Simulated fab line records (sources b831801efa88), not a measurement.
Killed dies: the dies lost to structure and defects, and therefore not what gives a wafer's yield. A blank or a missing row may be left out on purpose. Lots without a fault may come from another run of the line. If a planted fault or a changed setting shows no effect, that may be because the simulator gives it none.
Matching of chambers :: flow sky130 :: rie-diel-02 running SKY_SONOS_ONO_ETCH_15: 4 sister chambers
The step etches the open film in CHF3/O2, target depth 19.52 nm, time 7.8 s. 4 wafers are shown with their chamber, then 8 later ones without.

== WAFERS WITH THEIR CHAMBER ==
wafer: L706.4
chamber: 3
oes-product-au (a.u.): 1.018

wafer: L710.2
chamber: 1
oes-product-au (a.u.): 1.010

wafer: L710.5
chamber: 2
oes-product-au (a.u.): 0.990

wafer: L711.1
chamber: 0
oes-product-au (a.u.): 1.021

== WAFERS WITHOUT THEIR CHAMBER ==
wafer: L711.4
oes-product-au (a.u.): 0.990

wafer: L711.5
oes-product-au (a.u.): 1.023

wafer: L713.1
oes-product-au (a.u.): 0.995

wafer: L713.3
oes-product-au (a.u.): 1.011

wafer: L713.4
oes-product-au (a.u.): 1.010

wafer: L712.2
oes-product-au (a.u.): 1.016

wafer: L712.5
oes-product-au (a.u.): 0.986

wafer: L712.6
oes-product-au (a.u.): 1.006

== EACH ONE'S CHAMBER ==
wafer: L711.4
from the rows above: 2
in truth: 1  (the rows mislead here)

wafer: L711.5
from the rows above: can't be placed: 0 or 3
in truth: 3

wafer: L713.1
from the rows above: 2
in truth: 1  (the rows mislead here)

wafer: L713.3
from the rows above: 1
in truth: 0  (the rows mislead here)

wafer: L713.4
from the rows above: 1
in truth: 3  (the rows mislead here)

wafer: L712.2
from the rows above: can't be placed: 3 or 0 or 1
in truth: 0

wafer: L712.5
from the rows above: 2
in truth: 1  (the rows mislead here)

wafer: L712.6
from the rows above: 1
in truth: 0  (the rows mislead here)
Placed correctly: 0 of 8. Unplaceable from these rows: 2, with the true chamber sitting among the candidates in 2. Placed wrongly: 6.
How it was worked out, from the rows above alone: a wafer's distance from a chamber is the root of the sum, over the readings, of the square of ((its reading less the chamber's mean) divided by the reading's scatter). If the next closest chamber is less than 2 further off than the closest, the wafer can't be placed; otherwise it belongs to the closest. Each chamber's mean is taken over the wafers shown for it. The scatter: root of mean squared gap, hidden wafer to nearest shown wafer, with one shown wafer a chamber.
